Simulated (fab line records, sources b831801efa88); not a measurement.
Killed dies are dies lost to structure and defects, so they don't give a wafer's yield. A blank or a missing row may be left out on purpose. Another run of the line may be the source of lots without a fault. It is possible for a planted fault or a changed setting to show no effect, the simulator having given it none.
A lot that was struck, set against a sound lot | flow sky130 | 15 out of 708 route steps
Sound: the wafers L396.1, L396.2, L396.5. Wafers struck: L388.3, L388.4, L388.6. The cause is named last.
Each step with rows lists, per side, the tool, then ch with its chambers, then its first start. Under that, the readings that differ: sound wafers | struck wafers | difference of the means | sigmas: that difference in standard deviations of wafers without a fault.
alike: readings whose means differ by less than 2 such deviations, and words and numbers that are the same on both sides. not compared: withheld readings, readings that some wafer has no value for, bounds like >300 that may hide the same value, and numbers for which the record gives no deviation and whose values overlap.
A row with sigmas, a row that says differs or no value, or rows on one side alone: a step with any of these is where the two part. Numbers that have no deviation but don't overlap get no sigmas and don't part them. A reading that every wafer of one side lacks parts them only if that side has two wafers or more.

first, 8 steps without rows for these wafers: SKY_LOCAL_INTERCONNECT_DEHYDRATE_03 (time 60 s); SKY_LOCAL_INTERCONNECT_HMDS_04 (prime time 60 s); SKY_LOCAL_INTERCONNECT_COAT_05 (resist thk 60 nm); SKY_LOCAL_INTERCONNECT_COAT_06 (resist thk 450 nm); SKY_LOCAL_INTERCONNECT_SOFTBAKE_07 (time 90 s); SKY_LOCAL_INTERCONNECT_EXPOSE_08 (exposes mask LI1M, target cd 170 nm); SKY_LOCAL_INTERCONNECT_PEB_09; SKY_LOCAL_INTERCONNECT_DEVELOP_10 (develop time 60 s).
SKY_LOCAL_INTERCONNECT_CD_MEAS_11: target cd 170 nm.
  sound: cd_sem-01 at day 37 00:13; struck: cd_sem-01 at day 34 09:27
  alike: cd_nm
SKY_LOCAL_INTERCONNECT_OVL_MEAS_12:
  sound: overlay-02 at day 37 00:20; struck: overlay-02 at day 34 09:33
  alike: LOCAL_INTERCONNECT_OVL
SKY_LOCAL_INTERCONNECT_ETCH_13: etches BARC in N2/H2, stops on SiO2, time 45.9 s, target depth 60 nm.
  sound on rie_metal-01 ch 0,1, day 37 00:23; struck on rie_metal-01 ch 0,1, day 34 09:35
  alike: drypump_motor_current_A, oes_product_au, throttle_valve_pct
  not compared: rf_hours_counter_h
SKY_LOCAL_INTERCONNECT_METAL_ETCH_14: etches TiN in Cl2/BCl3, stops on PSG, target depth 110 nm, time 31.4 s.
  sound on rie_metal-01 ch 0,1, day 37 00:26; struck on rie_metal-01 ch 0,1, day 34 09:39
  alike: drypump_motor_current_A, oes_product_au, throttle_valve_pct
  not compared: rf_hours_counter_h
SKY_LOCAL_INTERCONNECT_STRIP_15: strips in O2/N2.
  sound on plasma_asher-03 ch 0,1, day 37 00:29; struck on plasma_asher-03 ch 0,1, day 34 09:43
  no value came back on the struck wafers for chamber_pressure_mTorr (mTorr), drypump_motor_current_A (A), oes_product_au (a.u.), strip_time_to_endpoint_s (s); on the sound wafers chamber_pressure_mTorr (mTorr) reads 1497.7 1499.1 1500.4
  reading                                                   | sound | struck            | difference | sigmas
  model.KrF-thick_of_LOCAL_INTERCONNECT_COAT_06.thk_nm (nm) | 0 0 0 | 345.2 347.1 345.7 | +346.0     |
  not compared: rf_hours_counter_h
then, 1 step without rows for these wafers: SKY_LOCAL_INTERCONNECT_STRIP_16 (strips in post etch residue remover, time 1200 s).
-- a jump in the record: the struck wafers' starts before and after are 14 days apart (it breaks off in module LOCAL_INTERCONNECT and resumes in module PAD_OPEN, where the first step shown is number 708 of the route) --
SKY_PAD_OPEN_PROBE_99:
  sound: prober-02 at day 50 14:22; struck: prober-02 at day 48 15:03
  reading            | sound    | struck      | difference | sigmas
  killed_at_contacts | 29 26 30 | 441 428 423 | +402       | +80
  killed_dies        | 88 90 95 | 492 492 492 | +401       | +47
  killed_on_rim      | 19 24 24 | 96 96 96    | +74        | +18
  alike: killed_at_M0_to_M3, killed_at_M4_up, killed_at_front_end, killed_at_other, killed_open, killed_short

WHERE THEY PART
At SKY_LOCAL_INTERCONNECT_STRIP_15 first; at SKY_PAD_OPEN_PROBE_99 last (within this record only).

WHY: what the simulator had put in
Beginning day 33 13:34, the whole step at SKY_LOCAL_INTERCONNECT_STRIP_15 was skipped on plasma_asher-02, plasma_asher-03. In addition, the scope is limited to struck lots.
